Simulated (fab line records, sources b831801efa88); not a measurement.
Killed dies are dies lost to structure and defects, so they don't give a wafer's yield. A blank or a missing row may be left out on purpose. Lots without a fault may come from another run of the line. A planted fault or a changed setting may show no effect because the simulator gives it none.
Which tool did it? | flow sky130 | 12 lots, 36 wafers sampled, at 5 steps of a route of 708

WHAT THE GAUGES READ, wafer by wafer
SKY_SONOS_ONO_THK_MEAS_05.
lot  | measured     | on            | SONOS_ONO_CVD_04_THK (nm)
L540 | day 11 13:53 | film_metro-02 | 5.72 5.57 5.66
L542 | day 12 06:53 | film_metro-01 | 5.81 5.84 5.77
L547 | day 13 15:28 | film_metro-03 | 5.63 5.50 5.58
L549 | day 14 10:30 | film_metro-03 | 5.59 5.62 5.67
L551 | day 15 07:05 | film_metro-02 | 5.71 5.75 5.75
L553 | day 17 13:04 | film_metro-01 | 5.95 6.00 5.90
L557 | day 17 13:07 | film_metro-02 | 5.73 5.80 5.82
L556 | day 17 13:09 | film_metro-01 | 6.02 5.92 5.98
L559 | day 18 00:15 | film_metro-01 | 5.65 5.76 5.74
L561 | day 18 14:05 | film_metro-03 | 5.90 5.89 5.81
L562 | day 18 23:40 | film_metro-03 | 5.84 5.74 5.72
L563 | day 19 04:17 | film_metro-03 | 5.48 5.79 5.71

SKY_POLY_GATE_CD_MEAS_22.
lot  | measured     | on        | cd_nm (nm)
L540 | day 16 07:58 | cd_sem-01 | 150.0 150.4 149.3
L542 | day 17 02:58 | cd_sem-01 | 151.3 148.7 149.7
L547 | day 18 16:02 | cd_sem-01 | 150.2 147.9 148.7
L549 | day 19 14:08 | cd_sem-01 | 151.0 149.4 148.8
L551 | day 20 17:52 | cd_sem-01 | 147.1 149.1 148.9
L553 | day 23 03:32 | cd_sem-02 | 150.3 149.5 151.5
L557 | day 23 05:54 | cd_sem-02 | 150.0 152.5 147.6
L556 | day 23 03:37 | cd_sem-01 | 149.4 148.7 149.1
L559 | day 23 10:52 | cd_sem-02 | 147.7 146.1 148.9
L561 | day 25 07:53 | cd_sem-01 | 148.6 148.2 149.5
L562 | day 25 07:53 | cd_sem-02 | 149.4 149.1 151.2
L563 | day 25 08:03 | cd_sem-01 | 147.7 149.8 148.1

SKY_SD_N_RS_MEAS_16: measures by four-point-probe.
lot  | measured     | on            | SD_N_RS (ohm/sq)
L540 | day 27 16:20 | film_metro-04 | 68.43 68.38 68.29
L542 | day 28 23:31 | film_metro-03 | 68.62 68.47 68.44
L547 | day 29 22:44 | film_metro-02 | 68.44 68.56 68.55
L549 | day 30 20:28 | film_metro-04 | 73.85 73.78 73.84 73.90 73.78 73.73
L551 | day 31 19:07 | film_metro-02 | 73.68 73.87 73.74 73.89 73.83 73.87
L553 | day 33 23:14 | film_metro-04 | 68.52 68.62 68.54
L557 | day 34 01:44 | film_metro-04 | 68.40 68.46 68.52
L556 | day 34 00:14 | film_metro-04 | 68.43 68.64 68.37
L559 | day 34 04:50 | film_metro-02 | 68.35 68.41 68.51
L561 | day 35 22:26 | film_metro-03 | 68.53 68.69 68.66
L562 | day 35 22:10 | film_metro-02 | 68.62 68.46 68.58
L563 | day 35 23:38 | film_metro-02 | 68.46 68.51 68.45

WHICH TOOL RAN EACH LOT (tool, then ch and the chambers of the sampled wafers, then the start)
lot  | SKY_LDD_HVP_STRIP_09                 | SKY_SD_N_RTA_14
L540 | plasma_asher-01 ch 0,1, day 21 08:41 | rtp_anneal-02 ch 0, day 27 16:10
L542 | plasma_asher-01 ch 0,1, day 22 05:31 | rtp_anneal-01 ch 0, day 28 23:20
L547 | plasma_asher-03 ch 0,1, day 23 19:58 | rtp_anneal-01 ch 0, day 29 22:33
L549 | plasma_asher-03 ch 0,1, day 24 16:00 | rtp_anneal-01 ch 0, day 30 20:16
L551 | plasma_asher-02 ch 0,1, day 25 17:34 | rtp_anneal-01 ch 0, day 31 18:56
L553 | plasma_asher-02 ch 0,1, day 28 00:28 | rtp_anneal-02 ch 0, day 33 23:03
L557 | plasma_asher-02 ch 0,1, day 28 02:41 | rtp_anneal-02 ch 0, day 34 01:34
L556 | plasma_asher-03 ch 0,1, day 28 01:29 | rtp_anneal-01 ch 0, day 34 00:01
L559 | plasma_asher-03 ch 0,1, day 28 06:38 | rtp_anneal-01 ch 0, day 34 04:37
L561 | plasma_asher-01 ch 0,1, day 30 05:10 | rtp_anneal-02 ch 0, day 35 22:15
L562 | plasma_asher-02 ch 0, day 30 03:59   | rtp_anneal-01 ch 0, day 35 21:56
L563 | plasma_asher-03 ch 0,1, day 30 05:43 | rtp_anneal-01 ch 0, day 35 23:25
- SKY_LDD_HVP_STRIP_09: strips in O2/N2.
- SKY_SD_N_RTA_14: time 2 s.

WHAT THE TOOLS THEMSELVES READ (means of the sampled wafers that have a number; where no wafer has one, the mark that the record gives instead)
SKY_LDD_HVP_STRIP_09.
lot  | tool            | drypump_motor_current_A (A) | n2_flow_sccm (sccm) | oes_product_au (a.u.) | strip_time_to_endpoint_s (s)
L540 | plasma_asher-01 | 5.6                         | 299.7               | 0.408                 | 4.119
L542 | plasma_asher-01 | 5.6                         | 299.8               | 0.408                 | 4.138
L547 | plasma_asher-03 | 6.4                         | 300.9               | 0.411                 | 4.148
L549 | plasma_asher-03 | 6.3                         | 299.2               | 0.412                 | 4.150
L551 | plasma_asher-02 | 5.8                         | 299.5               | 0.412                 | 4.137
L553 | plasma_asher-02 | 5.8                         | 300.7               | 0.409                 | 4.149
L557 | plasma_asher-02 | 5.8                         | 299.3               | 0.405                 | 4.133
L556 | plasma_asher-03 | 6.1                         | 300.5               | 0.404                 | 4.145
L559 | plasma_asher-03 | 6.3                         | 300.4               | 0.408                 | 4.137
L561 | plasma_asher-01 | 5.7                         | 300.7               | 0.406                 | 4.126
L562 | plasma_asher-02 | 5.0                         | 301.2               | 0.409                 | 4.150
L563 | plasma_asher-03 | 6.1                         | 300.5               | 0.413                 | 4.113

SKY_SD_N_RTA_14.
lot  | tool          | lamp_power_pct (%) | wafer_temp_C_max
L540 | rtp_anneal-02 | 15.75              | 1077.9
L542 | rtp_anneal-01 | 15.73              | 1078.2
L547 | rtp_anneal-01 | 15.70              | 1078.3
L549 | rtp_anneal-01 | 14.56              | 1077.8
L551 | rtp_anneal-01 | 14.54              | 1076.6
L553 | rtp_anneal-02 | 15.78              | 1077.3
L557 | rtp_anneal-02 | 15.73              | 1078.2
L556 | rtp_anneal-01 | 15.71              | 1077.8
L559 | rtp_anneal-01 | 15.71              | 1078.9
L561 | rtp_anneal-02 | 15.75              | 1077.9
L562 | rtp_anneal-01 | 15.75              | 1078.4
L563 | rtp_anneal-01 | 15.75              | 1079.3

THE ANSWER, worked out from the rows above alone
Rule: what is usual is taken from the lots themselves. Put in order of their means at a reading, lots are off if they are a third of the lots or fewer, leave a main group of 4 or more, and stand apart from it by a gap of 3 or more times the standard deviation of the main group's means; of several such gaps the widest counts. A main group whose means are all the same, to the digits that the tables above print for the reading, isn't used. A lot without any number at a reading at which 4 lots or more have one is off too. The other lots that the step has rows for count as sound. The gauges are gone through in route order, then the tools' own readings, and for those a lot's mean is taken as printed above. The first step at which some lot is off is used, and at that step the reading that is off furthest; a lot without a number counts as furthest.
Off: L549, L551, at SKY_SD_N_RS_MEAS_16 (SD_N_RS). The main group: mean 68.50 ohm/sq, standard deviation 0.07.
A tool fits if, at a process step before that reading, it ran every lot that is off, and no sound lot after the first of them. The gauges at SKY_SD_N_RS_MEAS_16 aren't tried: what is off there is off at SKY_SD_N_RTA_14 too, on other tools, and a gauge's error can't cause that. None of those tried fits.

WHAT THE SIMULATOR HAD PUT IN
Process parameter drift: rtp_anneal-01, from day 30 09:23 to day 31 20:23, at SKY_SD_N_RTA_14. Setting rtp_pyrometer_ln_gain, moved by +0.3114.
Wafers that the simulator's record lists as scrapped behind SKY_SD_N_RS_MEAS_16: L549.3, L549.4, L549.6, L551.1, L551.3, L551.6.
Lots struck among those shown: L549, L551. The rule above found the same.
